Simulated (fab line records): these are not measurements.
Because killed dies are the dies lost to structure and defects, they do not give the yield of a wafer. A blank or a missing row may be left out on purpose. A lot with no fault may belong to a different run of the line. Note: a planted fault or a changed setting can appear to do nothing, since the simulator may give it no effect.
Struck lot and sound lot, side by side | flow gf180mcu | 17 out of 602 route steps
Sound: the wafers L325.1, L325.4, L325.5. Wafers L332.3, L332.4, L332.5 were the ones struck. The cause is given at the end.
Each step with rows lists, per side, the tool, then ch with its chambers, then its first start. Under that, the readings that differ: sound wafers | struck wafers | difference of the means | sigmas: that difference in standard deviations of wafers without a fault.
alike: same words and numbers on both sides, and readings whose means sit less than 2 such deviations apart. not compared: any withheld reading, any reading some wafer has no value for, any bound like >300 that may hide the same value, and any number with overlapping values for which the record gives no deviation.
A row with sigmas, a row that says differs or no value, or rows on one side alone: a step with any of these is where the two part. Non-overlapping numbers with no deviation appear without sigmas and do not part them. Lack of a reading on every wafer of one side parts them only where that side has two or more wafers.

first, 2 steps without rows for these wafers: GF_CONTACT_PEB_12 (peb time 90 s); GF_CONTACT_DEVELOP_13 (develop time 60 s).
GF_CONTACT_CD_MEAS_14: target cd 220 nm.
  sound: cd-sem-02 at day 15 23:52; struck: cd-sem-01 at day 18 16:28
  alike: cd-nm
GF_CONTACT_OVL_MEAS_15:
  sound: overlay-02 at day 15 23:59; struck: overlay-02 at day 18 16:33
  reading          | sound     | struck | difference | sigmas
  CONTACT_OVL (nm) | -5 -10 -8 | 6 5 8  | +14        | +2
GF_CONTACT_ETCH_16: etches BARC in N2/H2.
  sound on rie-diel-04 ch 0,1,2, day 16 00:01; struck on rie-diel-02 ch 0,2, day 18 16:34
  alike: drypump-motor-current-A, oes-product-au, throttle-valve-pct
GF_CONTACT_ETCH_17: etches SiO2 in C4F8/O2/Ar, stops on CoSi2, target depth 860 nm.
  sound on rie-diel-04 ch 0,1,2; struck on rie-diel-02 ch 0,2
  alike: oes-product-au
GF_CONTACT_STRIP_18: strips in O2/N2.
  sound on plasma-asher-02 ch 0,1, day 16 00:11; struck on plasma-asher-03 ch 0,1, day 18 16:46
  alike: drypump-motor-current-A, heater-power-w, oes-product-au
  not compared: rf-hours-counter-h
then, 3 steps without rows for these wafers: GF_CONTACT_CLEAN_19 (cleans in SPM); GF_CONTACT_CLEAN_20 (cleans in DIW); GF_CONTACT_CLEAN_21 (cleans in dHF, time 20 s).
GF_CONTACT_SPUTTER_22: material Ti, target thk 15 nm, time 80.02 s.
  sound: pvd-sputter-01 at day 16 00:29; struck: pvd-sputter-04 at day 18 17:02
  alike: throttle-valve-pct
then, 1 step without rows for these wafers: GF_CONTACT_SPUTTER_23 (material TiN, target thk 10 nm, time 40 s).
GF_CONTACT_CVD_24: deposits W, target thk 300 nm, time 90.339 s.
  sound on cvd-w-01 ch 0,1, day 16 00:35; struck on cvd-w-01 ch 0,1, day 18 17:10
  reading                               | sound                | struck               | difference | sigmas
  heater-power-outer-w (W)              | 515 523 501          | 676 689 662          | +163       | +7
  heater-power-w (W)                    | 802 794 816          | 1015 1052 1037       | +231       | +4
  susceptor-temp-C (C)                  | 399.85 399.64 399.72 | 454.31 454.43 454.28 | +54.60     | +99 or more
  model.W_of_CONTACT_CVD_24.thk-nm (nm) | 299 293.7 291        | 508.2 503.8 503.9    | +210.7     |
  not compared: since-wet-clean-h
GF_CONTACT_RS_MEAS_25: measurement is done with a four-point probe.
  sound: film-metro-01 at day 16 00:41; struck: film-metro-02 at day 18 17:16
  reading               | sound             | struck            | difference | sigmas
  CONTACT_W_RS (ohm/sq) | 0.384 0.391 0.396 | 0.225 0.227 0.227 | -0.164     | -36
GF_CONTACT_THK_MEAS_26: measures by xrf.
  sound: film-metro-01 at day 16 00:49; struck: film-metro-02 at day 18 17:22
  reading            | sound       | struck      | difference | sigmas
  CONTACT_W_THK (nm) | 294 289 287 | 506 502 502 | +213       | +56
GF_CONTACT_CMP_27: polishes, stops on SiO2, t overpolish 15 s, target thk 0 nm.
  sound on cmp-02 ch 1,2, day 16 00:55; struck on cmp-02 ch 0,1,2, day 18 17:31
  reading                | sound    | struck      | difference | sigmas
  time-to-endpoint-s (s) | 67 71 68 | 117 118 112 | +47        | +13
  alike: motor-current-A
GF_M1_SPUTTER_00: material Ti, target thk 37.5 nm, time 150 s.
  sound: pvd-sputter-02 at day 16 01:10; struck: pvd-sputter-04 at day 18 17:43
  alike: throttle-valve-pct

== WHERE THEY PART ==
Earliest at GF_CONTACT_OVL_MEAS_15; latest, in this record, at GF_CONTACT_CMP_27. Later steps at which nothing parts them and some readings are alike: GF_M1_SPUTTER_00.

WHY: what had been put in by the simulator
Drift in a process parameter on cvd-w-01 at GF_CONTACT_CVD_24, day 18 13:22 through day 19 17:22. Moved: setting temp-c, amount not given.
